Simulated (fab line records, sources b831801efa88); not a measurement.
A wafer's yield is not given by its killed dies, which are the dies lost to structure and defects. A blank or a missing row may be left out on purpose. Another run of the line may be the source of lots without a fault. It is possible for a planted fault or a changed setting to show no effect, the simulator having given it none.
Which of the tools did it? :: flow gf180mcu :: Sampling: 15 lots, 45 wafers, 4 of 602 route steps

== WHAT THE GAUGES SHOWED, per wafer ==
No reading from a measuring or inspecting step in the record can be judged against a usual standard deviation.

== EACH LOT AND THE TOOL THAT RAN IT (in order: tool; ch and the chambers of the sampled wafers; start) ==
lot: L446
GF_V3_ETCH_16: rie-diel-04 ch 2,3, day 22 19:54
GF_V4_CMP_04: cmp-02 ch 0,1,2, day 23 21:46
GF_V4_CVD_23: cvd-w-02 ch 0,1, day 24 20:56
GF_MIM_EXPOSE_16: iline-stepper-02 ch 0, day 25 09:01

lot: L447
GF_V3_ETCH_16: rie-diel-02 ch 2,3, day 22 23:46
GF_V4_CMP_04: cmp-02 ch 1,2,3, day 24 01:19
GF_V4_CVD_23: cvd-w-02 ch 0,1, day 25 00:26
GF_MIM_EXPOSE_16: iline-stepper-01 ch 0, day 25 12:08

lot: L448
GF_V3_ETCH_16: rie-diel-04 ch 0,2,3, day 23 15:36
GF_V4_CMP_04: cmp-02 ch 0,1,2, day 24 15:56
GF_V4_CVD_23: cvd-w-01 ch 0,1, day 25 14:52
GF_MIM_EXPOSE_16: iline-stepper-02 ch 0, day 26 02:05

lot: L449
GF_V3_ETCH_16: rie-diel-04 ch 0,1,3, day 23 18:51
GF_V4_CMP_04: cmp-02 ch 0,2,3, day 24 19:12
GF_V4_CVD_23: cvd-w-01 ch 0,1, day 25 17:25
GF_MIM_EXPOSE_16: iline-stepper-01 ch 0, day 26 04:50

lot: L454
GF_V3_ETCH_16: rie-diel-01 ch 0,1,2, day 25 16:46
GF_V4_CMP_04: cmp-01 ch 0,1, day 26 16:23
GF_V4_CVD_23: cvd-w-01 ch 0,1, day 27 14:11
GF_MIM_EXPOSE_16: iline-stepper-01, day 28 00:55

lot: L455
GF_V3_ETCH_16: rie-diel-04 ch 0,3, day 25 16:53
GF_V4_CMP_04: cmp-02 ch 2,3, day 26 17:04
GF_V4_CVD_23: cvd-w-02 ch 0,1, day 27 15:02
GF_MIM_EXPOSE_16: iline-stepper-01, day 28 01:40

lot: L456
GF_V3_ETCH_16: rie-diel-01 ch 1,2,3, day 25 22:39
GF_V4_CMP_04: cmp-02 ch 0,2, day 26 22:36
GF_V4_CVD_23: cvd-w-02 ch 0,1, day 27 20:40
GF_MIM_EXPOSE_16: iline-stepper-02, day 28 08:26

lot: L460
GF_V3_ETCH_16: rie-diel-01 ch 0,1,3, day 27 12:04
GF_V4_CMP_04: cmp-01 ch 0,2,3, day 28 10:26
GF_V4_CVD_23: cvd-w-02 ch 0,1, day 29 06:41
GF_MIM_EXPOSE_16: iline-stepper-02 ch 0, day 29 17:23

lot: L459
GF_V3_ETCH_16: rie-diel-02 ch 0,1,2, day 27 12:25
GF_V4_CMP_04: cmp-02 ch 1,2, day 28 10:53
GF_V4_CVD_23: cvd-w-01 ch 0,1, day 29 07:35
GF_MIM_EXPOSE_16: iline-stepper-01 ch 0, day 29 17:55

lot: L462
GF_V3_ETCH_16: rie-diel-01 ch 1,3, day 27 16:54
GF_V4_CMP_04: cmp-01 ch 0,2, day 28 15:36
GF_V4_CVD_23: cvd-w-01 ch 0,1, day 29 12:23
GF_MIM_EXPOSE_16: iline-stepper-01 ch 0, day 29 22:34

lot: L463
GF_V3_ETCH_16: rie-diel-04 ch 0,1,3, day 28 05:31
GF_V4_CMP_04: cmp-02 ch 0,1, day 29 03:46
GF_V4_CVD_23: cvd-w-01 ch 0,1, day 29 23:43
GF_MIM_EXPOSE_16: iline-stepper-02 ch 0, day 30 10:15

lot: L465
GF_V3_ETCH_16: rie-diel-01 ch 0,1, day 28 12:43
GF_V4_CMP_04: cmp-02 ch 0,1, day 29 10:20
GF_V4_CVD_23: cvd-w-01 ch 0,1, day 30 06:37
GF_MIM_EXPOSE_16: iline-stepper-02 ch 0, day 30 16:54

lot: L466
GF_V3_ETCH_16: rie-diel-02 ch 0, day 29 05:18
GF_V4_CMP_04: cmp-02 ch 0,1,3, day 30 03:21
GF_V4_CVD_23: cvd-w-01 ch 0,1, day 30 22:41
GF_MIM_EXPOSE_16: iline-stepper-02 ch 0, day 31 08:59

lot: L467
GF_V3_ETCH_16: rie-diel-01 ch 0,3, day 29 07:27
GF_V4_CMP_04: cmp-02 ch 0,1,3, day 30 05:13
GF_V4_CVD_23: cvd-w-02 ch 0,1, day 31 00:52
GF_MIM_EXPOSE_16: iline-stepper-01 ch 0, day 31 10:59

lot: L469
GF_V3_ETCH_16: rie-diel-04 ch 0,1,2, day 30 00:27
GF_V4_CMP_04: cmp-01 ch 1,2, day 30 21:25
GF_V4_CVD_23: cvd-w-01 ch 0, day 31 16:13
GF_MIM_EXPOSE_16: iline-stepper-02 ch 0, day 32 02:09
- GF_V3_ETCH_16: etches BARC in N2/H2.
- GF_V4_CMP_04: polishes SiO2.
- GF_V4_CVD_23: deposits W, target thk 350 nm, time 104.9 s.
- GF_MIM_EXPOSE_16: exposes mask FuseTop, target cd 2000 nm.

== WHAT THE TOOLS THEMSELVES READ (means of the sampled wafers that have a number; where no wafer has one, the mark that the record gives instead) ==
GF_V3_ETCH_16.
lot: L446
tool: rie-diel-04
drypump-motor-current-A (A): 5.3
oes-product-au (a.u.): 0.854
throttle-valve-pct (%): 13.214

lot: L447
tool: rie-diel-02
drypump-motor-current-A (A): 5.1
oes-product-au (a.u.): 0.854
throttle-valve-pct (%): 13.232

lot: L448
tool: rie-diel-04
drypump-motor-current-A (A): 5.8
oes-product-au (a.u.): 0.853
throttle-valve-pct (%): 13.233

lot: L449
tool: rie-diel-04
drypump-motor-current-A (A): 5.7
oes-product-au (a.u.): 0.853
throttle-valve-pct (%): 13.221

lot: L454
tool: rie-diel-01
drypump-motor-current-A (A): 5.3
oes-product-au (a.u.): 0.851
throttle-valve-pct (%): 13.231

lot: L455
tool: rie-diel-04
drypump-motor-current-A (A): 5.2
oes-product-au (a.u.): 0.856
throttle-valve-pct (%): 13.229

lot: L456
tool: rie-diel-01
drypump-motor-current-A (A): 5.5
oes-product-au (a.u.): 0.857
throttle-valve-pct (%): 13.232

lot: L460
tool: rie-diel-01
drypump-motor-current-A (A): 5.6
oes-product-au (a.u.): 0.852
throttle-valve-pct (%): 13.219

lot: L459
tool: rie-diel-02
drypump-motor-current-A (A): 5.2
oes-product-au (a.u.): 0.857
throttle-valve-pct (%): 13.226

lot: L462
tool: rie-diel-01
drypump-motor-current-A (A): 5.7
oes-product-au (a.u.): 0.855
throttle-valve-pct (%): 13.237

lot: L463
tool: rie-diel-04
drypump-motor-current-A (A): 5.7
oes-product-au (a.u.): 0.857
throttle-valve-pct (%): 13.234

lot: L465
tool: rie-diel-01
drypump-motor-current-A (A): 5.5
oes-product-au (a.u.): 0.855
throttle-valve-pct (%): 13.219

lot: L466
tool: rie-diel-02
drypump-motor-current-A (A): 4.9
oes-product-au (a.u.): 0.858
throttle-valve-pct (%): 13.231

lot: L467
tool: rie-diel-01
drypump-motor-current-A (A): 5.5
oes-product-au (a.u.): 0.856
throttle-valve-pct (%): 13.226

lot: L469
tool: rie-diel-04
drypump-motor-current-A (A): 6.3
oes-product-au (a.u.): 0.853
throttle-valve-pct (%): 13.223

GF_V4_CMP_04.
lot: L446
tool: cmp-02
motor-current-A (A): 11.7
slurry-filter-dp-kPa (kPa): 13.48
time-to-endpoint-s (s): 86

lot: L447
tool: cmp-02
motor-current-A (A): 12.3
slurry-filter-dp-kPa (kPa): 13.55
time-to-endpoint-s (s): 82

lot: L448
tool: cmp-02
motor-current-A (A): 11.9
slurry-filter-dp-kPa (kPa): 13.55
time-to-endpoint-s (s): 84

lot: L449
tool: cmp-02
motor-current-A (A): 11.2
slurry-filter-dp-kPa (kPa): 13.52
time-to-endpoint-s (s): 80

lot: L454
tool: cmp-01
motor-current-A (A): 11.8
slurry-filter-dp-kPa (kPa): 13.50
time-to-endpoint-s (s): 84

lot: L455
tool: cmp-02
motor-current-A (A): 11.0
slurry-filter-dp-kPa (kPa): 13.46
time-to-endpoint-s (s): 73

lot: L456
tool: cmp-02
motor-current-A (A): 10.5
slurry-filter-dp-kPa (kPa): 13.49
time-to-endpoint-s (s): 78

lot: L460
tool: cmp-01
motor-current-A (A): 11.6
slurry-filter-dp-kPa (kPa): 13.51
time-to-endpoint-s (s): 91

lot: L459
tool: cmp-02
motor-current-A (A): 11.5
slurry-filter-dp-kPa (kPa): 13.68
time-to-endpoint-s (s): 75

lot: L462
tool: cmp-01
motor-current-A (A): 11.1
slurry-filter-dp-kPa (kPa): 13.36
time-to-endpoint-s (s): 78

lot: L463
tool: cmp-02
motor-current-A (A): 13.0
slurry-filter-dp-kPa (kPa): 13.46
time-to-endpoint-s (s): 77

lot: L465
tool: cmp-02
motor-current-A (A): 12.6
slurry-filter-dp-kPa (kPa): 13.42
time-to-endpoint-s (s): 77

lot: L466
tool: cmp-02
motor-current-A (A): 12.1
slurry-filter-dp-kPa (kPa): 13.55
time-to-endpoint-s (s): 76

lot: L467
tool: cmp-02
motor-current-A (A): 12.3
slurry-filter-dp-kPa (kPa): 13.41
time-to-endpoint-s (s): 77

lot: L469
tool: cmp-01
motor-current-A (A): 11.5
slurry-filter-dp-kPa (kPa): 13.71
time-to-endpoint-s (s): 81

GF_V4_CVD_23.
lot: L446
tool: cvd-w-02
heater-power-outer-w (W): 491
heater-power-w (W): 803

lot: L447
tool: cvd-w-02
heater-power-outer-w (W): 499
heater-power-w (W): 799

lot: L448
tool: cvd-w-01
heater-power-outer-w (W): 497
heater-power-w (W): 815

lot: L449
tool: cvd-w-01
heater-power-outer-w (W): 498
heater-power-w (W): 801

lot: L454
tool: cvd-w-01
heater-power-outer-w (W): 499
heater-power-w (W): 804

lot: L455
tool: cvd-w-02
heater-power-outer-w (W): 500
heater-power-w (W): 792

lot: L456
tool: cvd-w-02
heater-power-outer-w (W): 495
heater-power-w (W): 811

lot: L460
tool: cvd-w-02
heater-power-outer-w (W): 499
heater-power-w (W): 804

lot: L459
tool: cvd-w-01
heater-power-outer-w (W): 502
heater-power-w (W): 805

lot: L462
tool: cvd-w-01
heater-power-outer-w (W): 501
heater-power-w (W): 813

lot: L463
tool: cvd-w-01
heater-power-outer-w (W): 505
heater-power-w (W): 814

lot: L465
tool: cvd-w-01
heater-power-outer-w (W): 509
heater-power-w (W): 831

lot: L466
tool: cvd-w-01
heater-power-outer-w (W): 494
heater-power-w (W): 813

lot: L467
tool: cvd-w-02
heater-power-outer-w (W): 491
heater-power-w (W): 804

lot: L469
tool: cvd-w-01
heater-power-outer-w (W): 501
heater-power-w (W): 826

GF_MIM_EXPOSE_16.
lot: L446
tool: iline-stepper-02
exposure-dose-mJ-cm2: 140.04
focus-offset-nm (nm): 0.5

lot: L447
tool: iline-stepper-01
exposure-dose-mJ-cm2: 139.94
focus-offset-nm (nm): 0.0

lot: L448
tool: iline-stepper-02
exposure-dose-mJ-cm2: 140.08
focus-offset-nm (nm): -0.3

lot: L449
tool: iline-stepper-01
exposure-dose-mJ-cm2: 139.93
focus-offset-nm (nm): 0.1

lot: L454
tool: iline-stepper-01
exposure-dose-mJ-cm2: -
focus-offset-nm (nm): -

lot: L455
tool: iline-stepper-01
exposure-dose-mJ-cm2: -
focus-offset-nm (nm): -

lot: L456
tool: iline-stepper-02
exposure-dose-mJ-cm2: -
focus-offset-nm (nm): -

lot: L460
tool: iline-stepper-02
exposure-dose-mJ-cm2: 140.06
focus-offset-nm (nm): -0.4

lot: L459
tool: iline-stepper-01
exposure-dose-mJ-cm2: 139.97
focus-offset-nm (nm): -0.3

lot: L462
tool: iline-stepper-01
exposure-dose-mJ-cm2: 139.92
focus-offset-nm (nm): -0.3

lot: L463
tool: iline-stepper-02
exposure-dose-mJ-cm2: 140.14
focus-offset-nm (nm): -0.3

lot: L465
tool: iline-stepper-02
exposure-dose-mJ-cm2: 140.08
focus-offset-nm (nm): -0.4

lot: L466
tool: iline-stepper-02
exposure-dose-mJ-cm2: 139.99
focus-offset-nm (nm): 0.0

lot: L467
tool: iline-stepper-01
exposure-dose-mJ-cm2: 139.91
focus-offset-nm (nm): 0.1

lot: L469
tool: iline-stepper-02
exposure-dose-mJ-cm2: 139.83
focus-offset-nm (nm): 0.4

== THE ANSWER, worked out from the rows above alone ==
Rule: what is usual is taken from the lots themselves. Put in order of their means at a reading, lots are off if they are a third of the lots or fewer, leave a main group of 4 or more, and stand apart from it by a gap of 3 or more times the standard deviation of the main group's means; of several such gaps the widest counts. A main group is skipped when, at the precision printed for the reading in the tables above, its means are all equal. A lot without any number at a reading at which 4 lots or more have one is off too. Any other lot the step has rows for is counted as sound. First the gauges in route order, then the tools' own readings, where a lot's mean is used as printed above. At the first step where some lot is off, the reading lying furthest off is the one used; lots without a number count as furthest.
Off, at GF_MIM_EXPOSE_16 on exposure-dose-mJ-cm2: L454, L455, L456. Without a number there: L454, L455, L456. Mean 139.99 and standard deviation 0.086 in the main group.
If a tool, at that step or one of the process steps before it, ran each lot that is off and ran no sound lot following the first of them, it fits. No candidate that was tried fits.

== WHAT THE SIMULATOR PUT IN ==
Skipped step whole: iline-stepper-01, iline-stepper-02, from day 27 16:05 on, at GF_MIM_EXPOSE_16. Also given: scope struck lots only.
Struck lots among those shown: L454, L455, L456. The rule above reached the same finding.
